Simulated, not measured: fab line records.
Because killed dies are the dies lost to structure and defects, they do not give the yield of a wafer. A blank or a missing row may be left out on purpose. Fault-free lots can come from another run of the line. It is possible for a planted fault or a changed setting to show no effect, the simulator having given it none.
Chamber matching    flow sky130    3 sister chambers for SKY_POLY_GATE_ETCH_16 on rie_diel-01
The step etches Si3N4 in CH3F/O2, stops on poly-Si, time 147.5 s, target depth 75 nm. 6 wafers are shown with their chamber, then 5 later ones without.

EACH WAFER AND ITS CHAMBER
wafer   chamber  drypump_motor_current_A (A)  oes_product_au (a.u.)
L884.6  2        5.3                          0.635
L885.5  2        5.4                          0.639
L892.6  3        5.4                          0.639
L896.3  3        5.4                          0.645
L899.1  0        6.1                          0.637
L899.5  0        6.1                          0.631

WAFERS WHOSE CHAMBER IS MISSING
wafer   drypump_motor_current_A (A)  oes_product_au (a.u.)
L903.1  6.0                          0.639
L903.4  5.3                          0.638
L903.5  6.0                          0.646
L904.3  6.0                          0.641
L904.5  5.4                          0.639

THE CHAMBER EACH PASSED THROUGH
wafer   from the rows above      in truth
L903.1  0                        0
L903.4  can't be placed: 2 or 3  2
L903.5  0                        0
L904.3  0                        0
L904.5  can't be placed: 3 or 2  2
Placed correctly: 3 of 5. These rows do not allow placing 2 (true chamber among the candidates in 2). Number placed wrongly: 0.
How it was worked out, from the rows above alone: a wafer's distance from a chamber is the root of the sum, over the readings, of the square of ((its reading less the chamber's mean) divided by the reading's scatter). If the next closest chamber is less than 2 further off than the closest, the wafer can't be placed; otherwise it belongs to the closest. A chamber's mean is the mean of its shown wafers. The scatter is the square root of a quotient: the sum, over the shown wafers, of each reading's squared deviation from its chamber's mean, divided by wafers minus chambers.
